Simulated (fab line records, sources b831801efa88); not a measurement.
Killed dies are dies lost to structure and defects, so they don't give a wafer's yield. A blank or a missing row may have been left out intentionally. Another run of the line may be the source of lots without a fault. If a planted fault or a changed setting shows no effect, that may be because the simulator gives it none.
Which tool was responsible? / flow gf180mcu / Sampling: 14 lots, 42 wafers, 5 of 602 route steps

WHAT EACH GAUGE READ, for each wafer
GF_VT_IMPLANT_TW_MEAS_43. Usual: VT_IMPLANT_4_TW 694, standard deviation 3.5.
lot=L872; measured=day 7 21:57; on=filmMetro-02; VT_IMPLANT_4_TW=698 693 702; flag=
lot=L873; measured=day 8 02:02; on=filmMetro-02; VT_IMPLANT_4_TW=699 696 697; flag=
lot=L875; measured=day 8 11:35; on=filmMetro-01; VT_IMPLANT_4_TW=695 695 696; flag=
lot=L877; measured=day 9 03:56; on=filmMetro-01; VT_IMPLANT_4_TW=689 691 691; flag=
lot=L878; measured=day 9 08:46; on=filmMetro-01; VT_IMPLANT_4_TW=690 693 690; flag=
lot=L879; measured=day 9 16:05; on=filmMetro-01; VT_IMPLANT_4_TW=688 691 694; flag=
lot=L880; measured=day 10 01:38; on=filmMetro-01; VT_IMPLANT_4_TW=693 696 694; flag=
lot=L881; measured=day 10 09:17; on=filmMetro-02; VT_IMPLANT_4_TW=699 700 702; flag=
lot=L882; measured=day 10 15:50; on=filmMetro-01; VT_IMPLANT_4_TW=696 692 693; flag=
lot=L884; measured=day 11 10:49; on=filmMetro-02; VT_IMPLANT_4_TW=699 699 691; flag=
lot=L889; measured=day 12 22:41; on=filmMetro-04; VT_IMPLANT_4_TW=615 618 618; flag=OFF
lot=L891; measured=day 13 10:26; on=filmMetro-01; VT_IMPLANT_4_TW=622 620 623; flag=OFF
lot=L892; measured=day 13 13:37; on=filmMetro-02; VT_IMPLANT_4_TW=692 691 692; flag=
lot=L894; measured=day 13 23:35; on=filmMetro-01; VT_IMPLANT_4_TW=697 695 698; flag=

GF_VT_IMPLANT_RS_MEAS_47: a four-point-probe measurement. Usual: NWELL_RS 484.2 ohm/sq, standard deviation 1.3.
lot=L872; measured=day 7 22:17; on=filmMetro-03; NWELL_RS (ohm/sq)=484.0 485.5 484.2; flag=
lot=L873; measured=day 8 02:22; on=filmMetro-04; NWELL_RS (ohm/sq)=483.0 483.4 483.0; flag=
lot=L875; measured=day 8 11:56; on=filmMetro-03; NWELL_RS (ohm/sq)=487.2 485.7 485.0; flag=
lot=L877; measured=day 9 04:16; on=filmMetro-03; NWELL_RS (ohm/sq)=486.7 485.4 486.5; flag=
lot=L878; measured=day 9 09:06; on=filmMetro-03; NWELL_RS (ohm/sq)=484.4 484.9 484.6; flag=
lot=L879; measured=day 9 16:25; on=filmMetro-02; NWELL_RS (ohm/sq)=482.7 482.1 482.5; flag=
lot=L880; measured=day 10 01:59; on=filmMetro-04; NWELL_RS (ohm/sq)=483.2 483.4 483.4; flag=
lot=L881; measured=day 10 09:37; on=filmMetro-03; NWELL_RS (ohm/sq)=485.5 485.1 485.6; flag=
lot=L882; measured=day 10 16:10; on=filmMetro-02; NWELL_RS (ohm/sq)=484.8 486.2 486.2; flag=
lot=L884; measured=day 11 11:10; on=filmMetro-02; NWELL_RS (ohm/sq)=482.8 483.5 482.8; flag=
lot=L889; measured=day 12 23:08; on=filmMetro-04; NWELL_RS (ohm/sq)=483.2 482.8 483.4; flag=
lot=L891; measured=day 13 10:46; on=filmMetro-04; NWELL_RS (ohm/sq)=482.3 483.3 483.4; flag=
lot=L892; measured=day 13 13:58; on=filmMetro-03; NWELL_RS (ohm/sq)=485.3 486.6 487.1; flag=
lot=L894; measured=day 13 23:55; on=filmMetro-03; NWELL_RS (ohm/sq)=482.9 481.0 483.1; flag=

GF_DUAL_GATE_OVL_MEAS_11. Usual: DUAL_GATE_OVL -0.5 nm, standard deviation 1.7.
lot=L872; measured=day 8 16:47; on=overlay-02; DUAL_GATE_OVL (nm)=-1.3 0.0 -0.4; flag=
lot=L873; measured=day 8 21:01; on=overlay-02; DUAL_GATE_OVL (nm)=-0.6 -1.4 -3.0; flag=
lot=L875; measured=day 9 07:24; on=overlay-01; DUAL_GATE_OVL (nm)=-2.6 -1.3 -1.1; flag=
lot=L877; measured=day 9 23:29; on=overlay-01; DUAL_GATE_OVL (nm)=-0.2 -2.5 -1.3; flag=
lot=L878; measured=day 10 04:47; on=overlay-01; DUAL_GATE_OVL (nm)=-1.7 -0.5 0.3; flag=
lot=L879; measured=day 10 12:07; on=overlay-01; DUAL_GATE_OVL (nm)=-0.3 0.0 -0.3; flag=
lot=L880; measured=day 10 21:08; on=overlay-02; DUAL_GATE_OVL (nm)=0.0 -1.6 -1.1; flag=
lot=L881; measured=day 11 05:36; on=overlay-01; DUAL_GATE_OVL (nm)=0.7 0.2 -1.3; flag=
lot=L882; measured=day 11 11:49; on=overlay-01; DUAL_GATE_OVL (nm)=1.1 0.5 1.7; flag=
lot=L884; measured=day 12 07:50; on=overlay-02; DUAL_GATE_OVL (nm)=-4.7 -4.0 -3.4; flag=
lot=L889; measured=day 13 22:00; on=overlay-01; DUAL_GATE_OVL (nm)=1.4 1.1 3.0; flag=
lot=L891; measured=day 14 08:41; on=overlay-02; DUAL_GATE_OVL (nm)=-0.9 -1.9 0.6; flag=
lot=L892; measured=day 14 13:59; on=overlay-02; DUAL_GATE_OVL (nm)=-1.2 -1.4 -3.3; flag=
lot=L894; measured=day 15 00:04; on=overlay-02; DUAL_GATE_OVL (nm)=-1.3 -2.0 -2.1; flag=

WHICH TOOL RAN EACH LOT (tool, then ch and the chambers of the sampled wafers, then the start)
lot=L872; GF_VT_IMPLANT_IMPLANT_41=implanter-04 ch 0, day 7 21:43; GF_VT_IMPLANT_RTA_45=rtpAnneal-01 ch 0, day 7 22:04
lot=L873; GF_VT_IMPLANT_IMPLANT_41=implanter-03 ch 0, day 8 01:47; GF_VT_IMPLANT_RTA_45=rtpAnneal-01 ch 0, day 8 02:09
lot=L875; GF_VT_IMPLANT_IMPLANT_41=implanter-04 ch 0, day 8 11:22; GF_VT_IMPLANT_RTA_45=rtpAnneal-01 ch 0, day 8 11:43
lot=L877; GF_VT_IMPLANT_IMPLANT_41=implanter-04 ch 0, day 9 03:41; GF_VT_IMPLANT_RTA_45=rtpAnneal-01 ch 0, day 9 04:03
lot=L878; GF_VT_IMPLANT_IMPLANT_41=implanter-03 ch 0, day 9 08:31; GF_VT_IMPLANT_RTA_45=rtpAnneal-02 ch 0, day 9 08:53
lot=L879; GF_VT_IMPLANT_IMPLANT_41=implanter-04 ch 0, day 9 15:50; GF_VT_IMPLANT_RTA_45=rtpAnneal-01 ch 0, day 9 16:12
lot=L880; GF_VT_IMPLANT_IMPLANT_41=implanter-01 ch 0, day 10 01:25; GF_VT_IMPLANT_RTA_45=rtpAnneal-01 ch 0, day 10 01:46
lot=L881; GF_VT_IMPLANT_IMPLANT_41=implanter-03 ch 0, day 10 09:03; GF_VT_IMPLANT_RTA_45=rtpAnneal-01 ch 0, day 10 09:24
lot=L882; GF_VT_IMPLANT_IMPLANT_41=implanter-01 ch 0, day 10 15:35; GF_VT_IMPLANT_RTA_45=rtpAnneal-01 ch 0, day 10 15:57
lot=L884; GF_VT_IMPLANT_IMPLANT_41=implanter-03 ch 0, day 11 10:34; GF_VT_IMPLANT_RTA_45=rtpAnneal-02 ch 0, day 11 10:56
lot=L889; GF_VT_IMPLANT_IMPLANT_41=implanter-04 ch 0, day 12 22:27; GF_VT_IMPLANT_RTA_45=rtpAnneal-01 ch 0, day 12 22:49
lot=L891; GF_VT_IMPLANT_IMPLANT_41=implanter-04 ch 0, day 13 10:11; GF_VT_IMPLANT_RTA_45=rtpAnneal-02 ch 0, day 13 10:33
lot=L892; GF_VT_IMPLANT_IMPLANT_41=implanter-01 ch 0, day 13 13:24; GF_VT_IMPLANT_RTA_45=rtpAnneal-02 ch 0, day 13 13:44
lot=L894; GF_VT_IMPLANT_IMPLANT_41=implanter-03 ch 0, day 13 23:20; GF_VT_IMPLANT_RTA_45=rtpAnneal-02 ch 0, day 13 23:41
- GF_VT_IMPLANT_IMPLANT_41
- GF_VT_IMPLANT_RTA_45: time 30 s.

AS READ BY THE TOOLS THEMSELVES (means over the sampled wafers that have a number; for cases with no such wafer, the mark the record gives instead)
GF_VT_IMPLANT_IMPLANT_41. Usual: doseIonsCm2 1.0131e+12, standard deviation 1.2e+09; tiltDeg 7.000 degrees, standard deviation 0.021.
lot=L872; tool=implanter-04; doseIonsCm2=1.0126e+12; tiltDeg (degrees)=7.003; flag=
lot=L873; tool=implanter-03; doseIonsCm2=1.0136e+12; tiltDeg (degrees)=7.025; flag=
lot=L875; tool=implanter-04; doseIonsCm2=1.0141e+12; tiltDeg (degrees)=7.009; flag=
lot=L877; tool=implanter-04; doseIonsCm2=1.0132e+12; tiltDeg (degrees)=6.997; flag=
lot=L878; tool=implanter-03; doseIonsCm2=1.0123e+12; tiltDeg (degrees)=6.999; flag=
lot=L879; tool=implanter-04; doseIonsCm2=1.0132e+12; tiltDeg (degrees)=7.007; flag=
lot=L880; tool=implanter-01; doseIonsCm2=1.0124e+12; tiltDeg (degrees)=7.011; flag=
lot=L881; tool=implanter-03; doseIonsCm2=1.0136e+12; tiltDeg (degrees)=6.971; flag=
lot=L882; tool=implanter-01; doseIonsCm2=1.0125e+12; tiltDeg (degrees)=7.034; flag=
lot=L884; tool=implanter-03; doseIonsCm2=1.0124e+12; tiltDeg (degrees)=6.993; flag=
lot=L889; tool=implanter-04; doseIonsCm2=1.0137e+12; tiltDeg (degrees)=-0.008; flag=OFF
lot=L891; tool=implanter-04; doseIonsCm2=1.0129e+12; tiltDeg (degrees)=-0.011; flag=OFF
lot=L892; tool=implanter-01; doseIonsCm2=1.0129e+12; tiltDeg (degrees)=7.002; flag=
lot=L894; tool=implanter-03; doseIonsCm2=1.0129e+12; tiltDeg (degrees)=6.982; flag=

GF_VT_IMPLANT_RTA_45. Usual: lampPowerPct 32.4 %, standard deviation 2.7; wafer_temp_C_max 1054.0, standard deviation 1.3.
lot=L872; tool=rtpAnneal-01; lampPowerPct (%)=34.8; wafer_temp_C_max=1052.7; flag=
lot=L873; tool=rtpAnneal-01; lampPowerPct (%)=34.9; wafer_temp_C_max=1052.7; flag=
lot=L875; tool=rtpAnneal-01; lampPowerPct (%)=34.8; wafer_temp_C_max=1052.8; flag=
lot=L877; tool=rtpAnneal-01; lampPowerPct (%)=34.8; wafer_temp_C_max=1053.3; flag=
lot=L878; tool=rtpAnneal-02; lampPowerPct (%)=29.5; wafer_temp_C_max=1055.6; flag=
lot=L879; tool=rtpAnneal-01; lampPowerPct (%)=34.9; wafer_temp_C_max=1052.8; flag=
lot=L880; tool=rtpAnneal-01; lampPowerPct (%)=34.9; wafer_temp_C_max=1053.5; flag=
lot=L881; tool=rtpAnneal-01; lampPowerPct (%)=34.8; wafer_temp_C_max=1052.7; flag=
lot=L882; tool=rtpAnneal-01; lampPowerPct (%)=34.8; wafer_temp_C_max=1053.3; flag=
lot=L884; tool=rtpAnneal-02; lampPowerPct (%)=29.5; wafer_temp_C_max=1055.4; flag=
lot=L889; tool=rtpAnneal-01; lampPowerPct (%)=34.8; wafer_temp_C_max=1052.9; flag=
lot=L891; tool=rtpAnneal-02; lampPowerPct (%)=29.5; wafer_temp_C_max=1055.2; flag=
lot=L892; tool=rtpAnneal-02; lampPowerPct (%)=29.5; wafer_temp_C_max=1055.0; flag=
lot=L894; tool=rtpAnneal-02; lampPowerPct (%)=29.5; wafer_temp_C_max=1054.7; flag=

THE ANSWER, worked out from the rows above alone
Rule: a lot counts as off when the mean over its wafers that have a number is more than 3 standard deviations away from the usual mean. A lot without any number at a reading at which 4 lots or more have one is off too. Any other lot the step has rows for is counted as sound. The gauges are gone through in route order, then the tools' own readings, and for those a lot's mean is taken as printed above. The first step at which some lot is off is used, and at that step the reading that is off furthest; a lot without a number counts as furthest.
Off: L889, L891, at GF_VT_IMPLANT_TW_MEAS_43 (VT_IMPLANT_4_TW).
If a tool, at a process step before that reading, ran all the lots that are off and no sound lot after the first of them, it fits. The gauges at GF_VT_IMPLANT_TW_MEAS_43 aren't tried: what is off there is off at GF_VT_IMPLANT_IMPLANT_41 too, on other tools, and a gauge's error can't cause that. One candidate fits, namely implanter-04 at GF_VT_IMPLANT_IMPLANT_41. A fault onset in the window from L879 (day 9 15:50, its last sound lot) to L889 (day 12 22:27, its first lot off) fits.
The tool's own readings at GF_VT_IMPLANT_IMPLANT_41 bear it out: on the lots that are off they differ by more than 5 times the standard deviation of the sound lots' means. tiltDeg reads -0.009 degrees there against 7.003 degrees on the sound lots.

WHAT THE SIMULATOR PUT IN
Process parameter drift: implanter-04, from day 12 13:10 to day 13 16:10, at GF_VT_IMPLANT_IMPLANT_41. From 7, the setting tiltDeg moved by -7. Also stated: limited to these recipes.
Shown lots that were struck: L889, L891. The same result came from the rule above.
